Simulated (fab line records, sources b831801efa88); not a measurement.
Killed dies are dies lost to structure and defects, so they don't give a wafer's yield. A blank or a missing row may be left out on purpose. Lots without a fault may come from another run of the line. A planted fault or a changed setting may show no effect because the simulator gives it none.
fab line records | flow sky130
record lots=6 wafers=18 last_day=50
route steps=708 shown PWDE@46 NWELL@56 PAD_OPEN@708
lots that met no fault: from a run of the same line without faults
start_h: hours from the record's first day to the start of the lot's first wafer shown | wait_h: hours since the lot's step before | " the same as in the row above | L1.1+2: a row that stands for several wafers | - no value, or no start given | * or withheld: withheld | < > ~ a bound
route shown NAME@n: a module of which the file shows steps, and the number in the route of the first | usual: mean/standard deviation of fault-free wafers | same: alike in all rows | chamber/n: place in a boat | sites: the reading at each site | _std_site: their standard deviation | _edge_site: outer sites' mean less inner sites' | radius_mm: how far each site lies from the wafer's centre | mask NAME#n: copy n | behind: the tool/chamber that last shaped the wafer | hold: why the lot was held/for how many hours/how that ended | device: the transistor (n, p or np) that didn't switch | end of line: the same wafers' tests at the end of the route | a step without rows: its recipe alone | killed: dies lost to structure and defects at the first sort, not the wafer's yield | map: a wafer's dies, x killed, . not, _ none there
set.NAME: the setting as run; set.NAME@STEP: as run at that earlier step | model.NAME: the simulator's own value behind a step, which no gauge read
lots at some steps of the route; a table a step, a row a wafer
services: from which hour (start_h, from the record's first day; less than 0 if before it) a tool's chamber was out of use, for how many hours, and why
## steps
# step SKY_PWDE_HMDS_01
# recipe prime_time_s=60 prime_temp_c=120
# step SKY_PWDE_COAT_02
# recipe spin_rpm=2000 resist_thk_nm=2957
# step SKY_PWDE_SOFTBAKE_03
# recipe temp_c=110 time_s=withheld
# step SKY_PWDE_EXPOSE_04
# recipe mask_id=PWDEM na=0.6 source_shape=conventional sigma_outer=0.6 polarization=unpolarized target_cd_nm=840 dose_mj=214
# step SKY_PWDE_PEB_05
# recipe temp_c=115 time_s=withheld
# step SKY_PWDE_DEVELOP_06
# recipe wall_angle_deg=90 developer=TMAH develop_time_s=60 dev_temp_c=23
# step SKY_PWDE_OVL_MEAS_07
# usual PWDE_OVL=0.1/1.6
# columns lot.wafer tool chamber start_h wait_h PWDE_OVL[nm]
L325.1 overlay-02 - 81.64 - -0.3
L325.2 " - " " -0.9
L325.3 " - " " -1.9
L332.1 overlay-01 - 123.60 - 1.3
L332.2 " - " " -0.3
L332.3 " - " " 0.5
L337.1 overlay-02 - 150.80 - -0.1
L337.3 " - " " -0.6
L337.6 " - " " 1.9
L340.2 overlay-01 - 172.79 - -2.0
L340.4 " - " " -1.8
L340.6 " - " " -2.1
L343.1 overlay-02 - 185.68 - 1.7
L343.3 " - " " 1.5
L343.4 " - " " 3.3
L345.1 overlay-02 - 199.53 - 2.0
L345.4 " - " " 1.6
L345.5 " - " " 0.8
# step SKY_PWDE_IMPLANT_08
# recipe species=B energy_kev=150 dose_cm2=3.6e+12 tilt_deg=withheld
# step SKY_PWDE_STRIP_09
# recipe chemistry=O2/N2 power_w=1400 pressure_mtorr=1500 platen_temp_c=withheld o2_flow_sccm=3000 n2_flow_sccm=300 overash_fraction=0.5
# usual chamber_pressure_mTorr=1500.2/2 drypump_motor_current_A=5.8/0.34 oes_product_au=0.723/0.0047 strip_time_to_endpoint_s=36.43/0.097
# columns lot.wafer tool chamber start_h wait_h chamber_pressure_mTorr drypump_motor_current_A oes_product_au rf_hours_counter_h strip_time_to_endpoint_s
L325.1 plasma_asher-01 1 81.82 0.1 1499.3 6.3 0.721 29 36.44
L325.2 " 0 " " 1498.8 5.4 0.716 29 36.37
L325.3 " 1 " " 1500.0 6.2 0.725 - 36.36
L332.1 plasma_asher-04 1 123.79 0.1 1500.1 6.1 0.721 43 36.48
L332.2 " 0 " " 1498.6 5.7 0.726 43 36.42
L332.3 " 1 " " 1499.5 6.1 0.726 - 36.40
L337.1 plasma_asher-04 0 150.99 0.1 1499.1 5.7 0.725 46 36.45
L337.3 " 0 " " 1499.0 5.7 0.721 - 36.38
L337.6 " 0 " " 1500.2 5.7 0.718 - 36.40
L340.2 plasma_asher-01 1 172.97 0.1 1499.4 6.2 0.719 39 36.33
L340.4 " 1 " " 1500.9 6.2 0.728 - 36.29
L340.6 " 1 " " 1501.1 6.2 0.717 - 36.39
L343.1 plasma_asher-03 1 185.87 0.1 1498.9 5.3 0.733 4 36.45
L343.3 " 1 " " 1501.4 5.3 0.726 - 36.30
L343.4 " 0 " " 1500.0 5.9 0.716 - 36.37
L345.1 plasma_asher-04 1 199.72 0.1 1500.5 6.1 0.730 51 36.58
L345.4 " 1 " " 1500.7 6.1 0.725 - 36.52
L345.5 " 0 " " 1500.2 5.7 0.727 - 36.56
# step SKY_PWDE_TW_MEAS_10
# usual PWDE_TW=372.7/1.6
# columns lot.wafer tool chamber start_h wait_h PWDE_TW
L325.1 film_metro-03 - 81.92 0.1 372.7
L325.2 " - " " 371.4
L325.3 " - " " 370.0
L332.1 film_metro-04 - 123.89 0.1 370.5
L332.2 " - " " 370.5
L332.3 " - " " 372.3
L337.1 film_metro-04 - 151.09 0.1 372.7
L337.3 " - " " 371.9
L337.6 " - " " 372.7
L340.2 film_metro-03 - 173.10 0.1 371.7
L340.4 " - " " 374.1
L340.6 " - " " 372.3
L343.1 film_metro-03 - 185.97 0.1 372.8
L343.3 " - " " 373.9
L343.4 " - " " 375.2
L345.1 film_metro-03 - 199.82 0.1 375.2
L345.4 " - " " 373.6
L345.5 " - " " 372.3
# step SKY_NWELL_DEHYDRATE_03
# recipe temp_c=200 time_s=60
# step SKY_NWELL_HMDS_04
# recipe prime_time_s=60 prime_temp_c=120
# step SKY_NWELL_COAT_05
# recipe spin_rpm=2000 resist_thk_nm=3000
# columns lot.wafer tool chamber start_h wait_h model.coat_of_NWELL_COAT_05.thk_nm
L325.1 litho_track-01 0 89.97 0.1 3010
L325.2 " 0 " " 3000
L325.3 " 0 " " 3007
L332.1+3 litho_track-02 0 132.69 0.1 3002
L332.2 " 0 " " 3003
L337.1 litho_track-02 0 160.68 0.1 1083
L337.3 " 0 " " 1082
L337.6 " 0 " " 1086
L340.2 litho_track-02 0 183.41 0.1 1086
L340.4 " 0 " " 1087
L340.6 " 0 " " 1085
L343.1 litho_track-01 0 196.37 0.1 2987
L343.3 " 0 " " 2994
L343.4 " 0 " " 2990
L345.1+4 litho_track-01 0 210.22 0.1 2995
L345.5 " 0 " " 3004
# step SKY_NWELL_SOFTBAKE_06
# recipe temp_c=110 time_s=withheld
# step SKY_NWELL_EXPOSE_07
# recipe mask_id=NWM na=0.6 source_shape=conventional sigma_outer=0.6 polarization=unpolarized target_cd_nm=840 dose_mj=255
# step SKY_NWELL_PEB_08
# recipe temp_c=115 time_s=withheld
# step SKY_NWELL_DEVELOP_09
# recipe wall_angle_deg=90 developer=TMAH develop_time_s=60 dev_temp_c=23
# same develop_time_s=60
# columns lot.wafer tool chamber start_h wait_h model.coat_of_NWELL_COAT_05.thk_nm
L325.1 litho_track-01 0 - - 3005
L325.2 " 0 " " 2996
L325.3 " 0 " " 3003
L332.1+3 litho_track-04 0 - - 2998
L332.2 " 0 " " 2999
L337.1 litho_track-04 0 - - 1079
L337.3 " 0 " " 1078
L337.6 " 0 " " 1081
L340.2 litho_track-01 0 - - 1082
L340.4 " 0 " " 1083
L340.6 " 0 " " 1081
L343.1 litho_track-02 0 - - 2983
L343.3 " 0 " " 2990
L343.4 " 0 " " 2986
L345.1 litho_track-04 0 - - 2990
L345.4 " 0 " " 2991
L345.5 " 0 " " 3000
# step SKY_NWELL_OVL_MEAS_10
# usual NWELL_00_OVL=0.0/1.4
# columns lot.wafer tool chamber start_h wait_h NWELL_00_OVL[nm]
L325.1 overlay-01 - 98.82 - -0.2
L325.2 " - " " 2.8
L325.3 " - " " 0.8
L332.1 overlay-02 - 142.35 - 0.4
L332.2 " - " " 0.1
L332.3 " - " " 1.1
L337.1 overlay-02 - 170.95 - 0.5
L337.3 " - " " 0.8
L337.6 " - " " -2.6
L340.2 overlay-02 - 193.88 - -1.8
L340.4 " - " " -3.6
L340.6 " - " " -2.4
L343.1 overlay-01 - 207.53 - -0.3
L343.3 " - " " -2.6
L343.4 " - " " -0.8
L345.1 overlay-01 - 221.70 - -1.4
L345.4 " - " " -2.0
L345.5 " - " " 0.2
# step SKY_NWELL_IMPLANT_11
# recipe species=P energy_kev=400 dose_cm2=1.9e+13 tilt_deg=withheld
# step SKY_NWELL_IMPLANT_12
# recipe species=P energy_kev=120 dose_cm2=1.3e+12 tilt_deg=withheld
# step SKY_NWELL_IMPLANT_13
# recipe species=P energy_kev=50 dose_cm2=7e+11 tilt_deg=withheld
# step SKY_NWELL_STRIP_14
# recipe chemistry=O2/N2 power_w=1400 pressure_mtorr=1500 platen_temp_c=withheld o2_flow_sccm=3000 n2_flow_sccm=300 overash_fraction=0.5
# usual chamber_pressure_mTorr=1500.1/1.4 drypump_motor_current_A=5.8/0.34 oes_product_au=0.723/0.0045 strip_time_to_endpoint_s=36.94/0.081
# columns lot.wafer tool chamber start_h wait_h chamber_pressure_mTorr drypump_motor_current_A oes_product_au rf_hours_counter_h strip_time_to_endpoint_s
L325.1 plasma_asher-01 0 99.31 0.1 1502.4 5.4 0.720 30 37.03
L325.2 " 1 " " 1497.3 6.2 0.725 30 36.92
L325.3 " 1 " " 1498.7 6.2 0.722 - 36.98
L332.1 plasma_asher-02 1 142.84 0.1 1501.3 5.4 0.724 45 36.94
L332.2 " 0 " " 1500.2 5.3 0.720 45 36.95
L332.3 " 1 " " 1499.9 5.4 0.727 - 36.94
L337.1 plasma_asher-04 0 171.44 0.1 1500.2 5.7 0.715 49 14.43
L337.3 " 0 " " 1500.4 5.7 0.710 - 14.44
L337.6 " 0 " " 1499.1 5.6 0.712 - 14.48
L340.2 plasma_asher-04 0 194.36 0.1 1500.2 5.7 0.713 51 14.49
L340.4 " 0 " " 1500.2 5.7 0.710 - 14.49
L340.6 " 1 " " 1500.1 6.1 0.720 - 14.46
L343.1 plasma_asher-04 1 208.02 0.1 1499.1 6.1 0.727 52 36.76
L343.3 " 0 " " 1500.1 5.7 0.728 - 36.85
L343.4 " 1 " " 1501.5 6.1 0.714 - 36.80
L345.1 plasma_asher-04 1 222.19 0.1 1498.3 6.1 0.722 53 36.84
L345.4 " 1 " " 1502.0 6.1 0.723 - 36.85
L345.5 " 1 " " 1498.5 6.1 0.730 - 36.96
# step SKY_NWELL_TW_MEAS_15
# usual NWELL_TW=1814/7.4
# columns lot.wafer tool chamber start_h wait_h NWELL_TW
L325.1 film_metro-03 - 99.41 0.1 1810
L325.2 " - " " 1806
L325.3 " - " " 1809
L332.1 film_metro-02 - 142.94 0.1 1796
L332.2 " - " " 1805
L332.3 " - " " 1824
L337.1 film_metro-04 - 171.54 0.1 1816
L337.3 " - " " 1825
L337.6 " - " " 1823
L340.2 film_metro-04 - 194.47 0.1 1811
L340.4 " - " " 1798
L340.6 " - " " 1806
L343.1 film_metro-03 - 208.12 0.1 1802
L343.3 " - " " 1806
L343.4 " - " " 1810
L345.1 film_metro-03 - 222.29 0.1 1815
L345.4 " - " " 1808
L345.5 " - " " 1808
# step SKY_PAD_OPEN_PROBE_99
# usual killed_at_M0_to_M3=43/6.3 killed_at_M4_up=3.1/1.9 killed_at_contacts=24/5.1 killed_at_front_end=14/4.3 killed_at_other=0.3/0.53 killed_dies=85/8.8 killed_open=46/7.1 killed_short=38/5.9
# same gross_dies=492 killed_at_back_side=0
# columns lot.wafer tool chamber start_h wait_h killed_at_M0_to_M3 killed_at_M4_up killed_at_contacts killed_at_front_end killed_at_other killed_dies killed_open killed_short model.etest.pfet_16v.r_on_ohm_um model.etest.nfet_16v.r_on_ohm_um model.etest.res_nwell.line_ohm_um model.etest.res_nwell.width_nm model.etest.res_iso_pwell.width_nm model.etest.pfet_16v.drive_ua_um model.etest.nfet_16v.drive_ua_um model.etest.iso_nwell_nwell.leak_log10_a_um
L325.1 prober-02 - 1087.55 0.1 50 2 29 23 1 105 63 41 1.49e+04 1.398e+04 1185 833.6 2652 250.1 222.1 -13.79
L325.2 prober-02 - 1087.60 0.1 56 1 25 12 0 94 47 47 1.492e+04 1.4e+04 1172 836.3 2651 250.8 220.8 -13.77
L325.3 prober-02 - 1087.65 0.2 39 4 27 21 1 92 50 41 1.518e+04 1.412e+04 1183 833.5 2654 246.3 220 -13.71
L332.1 prober-01 - 1132.57 0.1 34 2 28 10 0 74 35 39 1.5e+04 1.423e+04 1136 836.5 2651 248.8 219.7 -13.4
L332.2 prober-01 - 1132.62 0.1 38 0 23 14 1 76 37 39 1.514e+04 1.409e+04 1128 843 2646 250 221.3 -13.3
L332.3 prober-01 - 1132.67 0.2 47 5 31 12 0 95 55 40 1.556e+04 1.402e+04 1144 842.6 2632 249.7 219.1 -13.55
L337.1 prober-02 - 1157.28 0.1 40 4 21 8 0 73 37 36 1.695e+04 1.34e+04 920.7 1035 2519 214.2 228.1 -10.93
L337.3 prober-02 - 1157.38 0.2 44 1 18 16 1 80 32 48 1.65e+04 1.328e+04 894.1 1026 2538 219.5 229.6 -11.14
L337.6 prober-02 - 1157.53 0.2 44 0 12 7 0 63 42 21 1.662e+04 1.342e+04 898.6 1022 2534 219.7 224.8 -11.13
L340.2 prober-01 - 1179.37 0.1 41 3 15 16 1 76 39 37 1.59e+04 1.333e+04 884.1 1015 2558 224.3 227.2 -11.48
L340.4 prober-01 - 1179.47 0.2 40 4 21 26 0 91 48 43 1.643e+04 1.336e+04 900.4 1015 2555 218.4 230 -11.86
L340.6 prober-01 - 1179.57 0.2 38 5 21 18 0 82 43 39 1.646e+04 1.331e+04 918 1012 2554 220.5 230.6 -11.67
L343.1 prober-02 - 1187.90 0.1 41 4 31 13 0 89 40 49 1.495e+04 1.407e+04 1100 836.9 2630 253 225.1 -13.47
L343.3 prober-02 - 1188.00 0.2 52 2 30 10 0 94 47 46 1.406e+04 1.402e+04 1057 828.7 2658 261.3 226.7 -13.52
L343.4 prober-02 - 1188.05 0.2 50 3 21 14 1 89 54 34 1.464e+04 1.406e+04 1097 836.2 2652 254.1 227 -13.35
L345.1 prober-01 - 1198.62 0.1 41 3 27 13 0 84 53 31 1.444e+04 1.396e+04 1104 815.8 2654 251.8 225.8 -13.94
L345.4 prober-01 - 1198.77 0.2 42 5 20 22 0 89 49 40 1.464e+04 1.401e+04 1137 817.7 2644 250 224 -13.86
L345.5 prober-01 - 1198.82 0.2 50 4 16 20 0 90 46 44 1.466e+04 1.4e+04 1128 816.8 2669 249 224.5 -13.86
# killed by level:class
L325.1 VIA3:geometric_particle:open=12 LI_CONTACT:geometric_particle:open=9 VIA2:geometric_particle:open=9 CONTACT:geometric_particle:open=8 METAL2:geometric_particle:short=8 POLY_GATE:geometric_particle:short=7 POLY_GATE:geometric_particle:open=7 LOCAL_INTERCONNECT:geometric_particle:short=5
L325.2 VIA3:geometric_particle:open=11 VIA1:geometric_particle:open=11 METAL2:geometric_particle:short=10 CONTACT:geometric_particle:short=8 CONTACT:geometric_particle:open=8 VIA1:geometric_particle:short=5 FIELD_ISO:geometric_particle:short=4 LI_CONTACT:geometric_particle:open=4
L325.3 VIA1:geometric_particle:open=9 FIELD_ISO:geometric_particle:short=8 LI_CONTACT:geometric_particle:open=8 CONTACT:geometric_particle:open=8 VIA2:geometric_particle:open=6 VIA3:geometric_particle:open=6 CONTACT:geometric_particle:short=5 POLY_GATE:geometric_particle:short=4
L332.1 CONTACT:geometric_particle:open=8 CONTACT:geometric_particle:short=7 VIA1:geometric_particle:short=7 VIA3:geometric_particle:open=7 METAL1:geometric_particle:short=6 LI_CONTACT:geometric_particle:open=5 LOCAL_INTERCONNECT:geometric_particle:short=4 LI_CONTACT:geometric_particle:short=3
L332.2 VIA1:geometric_particle:open=8 LI_CONTACT:geometric_particle:open=7 CONTACT:geometric_particle:short=7 VIA3:geometric_particle:open=7 VIA1:geometric_particle:short=6 FIELD_ISO:geometric_particle:short=5 CONTACT:geometric_particle:open=5 METAL3:geometric_particle:short=5
L332.3 CONTACT:geometric_particle:open=14 METAL2:geometric_particle:short=11 VIA1:geometric_particle:open=8 VIA3:geometric_particle:open=8 VIA2:geometric_particle:open=6 CONTACT:geometric_particle:short=6 LI_CONTACT:geometric_particle:open=5 METAL1:geometric_particle:short=5
L337.1 CONTACT:geometric_particle:open=9 VIA1:geometric_particle:open=7 VIA3:geometric_particle:open=6 VIA1:geometric_particle:short=6 LI_CONTACT:geometric_particle:open=5 CONTACT:geometric_particle:short=5 METAL1:geometric_particle:short=5 VIA2:geometric_particle:open=5
L337.3 VIA1:geometric_particle:short=7 FIELD_ISO:geometric_particle:short=6 FIELD_ISO:geometric_particle:open=5 LI_CONTACT:geometric_particle:open=5 METAL1:geometric_particle:short=5 VIA1:geometric_particle:open=5 VIA2:geometric_particle:short=5 VIA2:geometric_particle:open=5
L337.6 VIA3:geometric_particle:open=10 VIA2:geometric_particle:open=9 VIA1:geometric_particle:open=6 CONTACT:geometric_particle:open=5 VIA1:geometric_particle:short=5 VIA3:geometric_particle:short=4 POLY_GATE:geometric_particle:open=3 LI_CONTACT:geometric_particle:open=3
L340.2 VIA1:geometric_particle:open=13 CONTACT:geometric_particle:open=8 VIA2:geometric_particle:short=6 POLY_GATE:geometric_particle:short=5 METAL2:geometric_particle:short=5 VIA2:geometric_particle:open=5 SPACER:geometric_particle:short=3 CONTACT:geometric_particle:short=3
L340.4 FIELD_ISO:geometric_particle:open=9 VIA1:geometric_particle:open=9 CONTACT:geometric_particle:open=7 LI_CONTACT:geometric_particle:open=6 METAL1:geometric_particle:short=6 VIA1:geometric_particle:short=6 FIELD_ISO:geometric_particle:short=4 POLY_GATE:geometric_particle:short=4
L340.6 VIA1:geometric_particle:open=8 METAL2:geometric_particle:short=8 LI_CONTACT:geometric_particle:open=7 CONTACT:geometric_particle:open=7 METAL1:geometric_particle:short=6 FIELD_ISO:geometric_particle:short=4 POLY_GATE:geometric_particle:open=4 POLY_GATE:geometric_particle:short=4
L343.1 CONTACT:geometric_particle:open=12 METAL1:geometric_particle:short=9 CONTACT:geometric_particle:short=7 LI_CONTACT:geometric_particle:open=6 VIA3:geometric_particle:short=5 POLY_GATE:geometric_particle:short=4 LOCAL_INTERCONNECT:geometric_particle:short=4 VIA1:geometric_particle:short=4
L343.3 CONTACT:geometric_particle:open=10 METAL1:geometric_particle:short=10 VIA1:geometric_particle:open=10 LI_CONTACT:geometric_particle:open=7 METAL2:geometric_particle:short=6 VIA3:geometric_particle:open=6 LI_CONTACT:geometric_particle:short=5 LOCAL_INTERCONNECT:geometric_particle:short=5
L343.4 CONTACT:geometric_particle:open=9 METAL2:geometric_particle:short=9 VIA2:geometric_particle:open=8 VIA3:geometric_particle:open=8 LI_CONTACT:geometric_particle:open=7 VIA1:geometric_particle:open=7 FIELD_ISO:geometric_particle:open=6 VIA2:geometric_particle:short=5
L345.1 CONTACT:geometric_particle:open=11 VIA1:geometric_particle:open=11 LI_CONTACT:geometric_particle:open=8 VIA2:geometric_particle:open=8 VIA3:geometric_particle:open=7 FIELD_ISO:geometric_particle:open=4 FIELD_ISO:geometric_particle:short=4 CONTACT:geometric_particle:short=4
L345.4 VIA1:geometric_particle:open=11 LI_CONTACT:geometric_particle:open=10 FIELD_ISO:geometric_particle:short=7 VIA1:geometric_particle:short=6 FIELD_ISO:geometric_particle:open=5 POLY_GATE:geometric_particle:open=5 CONTACT:geometric_particle:open=4 METAL1:geometric_particle:short=4
L345.5 VIA1:geometric_particle:open=10 FIELD_ISO:geometric_particle:open=9 VIA3:geometric_particle:open=9 CONTACT:geometric_particle:open=6 VIA3:geometric_particle:short=5 FIELD_ISO:geometric_particle:short=5 VIA2:geometric_particle:open=5 VIA2:geometric_particle:short=5
## services
# columns tool chamber start_h hours kind
plasma_asher-03 - 108.75 9.0 pm
plasma_asher-03 0 108.75 9.0 vent_cycle
plasma_asher-03 1 108.75 9.0 vent_cycle
plasma_asher-01 - 115.77 0.7 repair
plasma_asher-03 0 117.75 - clean
plasma_asher-03 1 117.75 - clean
plasma_asher-02 - 126.79 0.8 repair
plasma_asher-03 - 126.83 28.1 pm
plasma_asher-02 - 155.53 4.3 repair
## key
first_sign step=SKY_NWELL_STRIP_14 reading=strip_time_to_endpoint_s direction=down sigmas=99+ usual=* struck=*
effect none on later readings
model_effect step=SKY_NWELL_COAT_05 value=coat_of_NWELL_COAT_05.thk_nm without=2997 struck=1085
model_effect step=SKY_NWELL_DEVELOP_09 value=coat_of_NWELL_COAT_05.thk_nm without=2993 struck=1081
model_effect step=SKY_PAD_OPEN_PROBE_99 value=etest.pfet_16v.r_on_ohm_um without=1.516e+04 struck=1.648e+04
met_at SKY_NWELL_COAT_05
struck_wafers L337.1,L337.3,L337.6,L340.2,L340.4,L340.6
tester_left_out L337,L340
onset_between 132.69 160.68
fault kind=process_parameter_drift tool=litho_track-02 chamber=- onset_h=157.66 steps=SKY_NWELL_COAT_05 channel=resist_thk_nm offset=-1914 shape=step end_h=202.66 acts_in=these_recipes_only stated=3000
# tester_left_out: of these lots the tester's yield and bins aren't shown, on N5 and GAA mostly nor the transistor test; their killed dies are dies lost to structure and defects alone, not to doping, threshold or leakage, so they don't give the yield
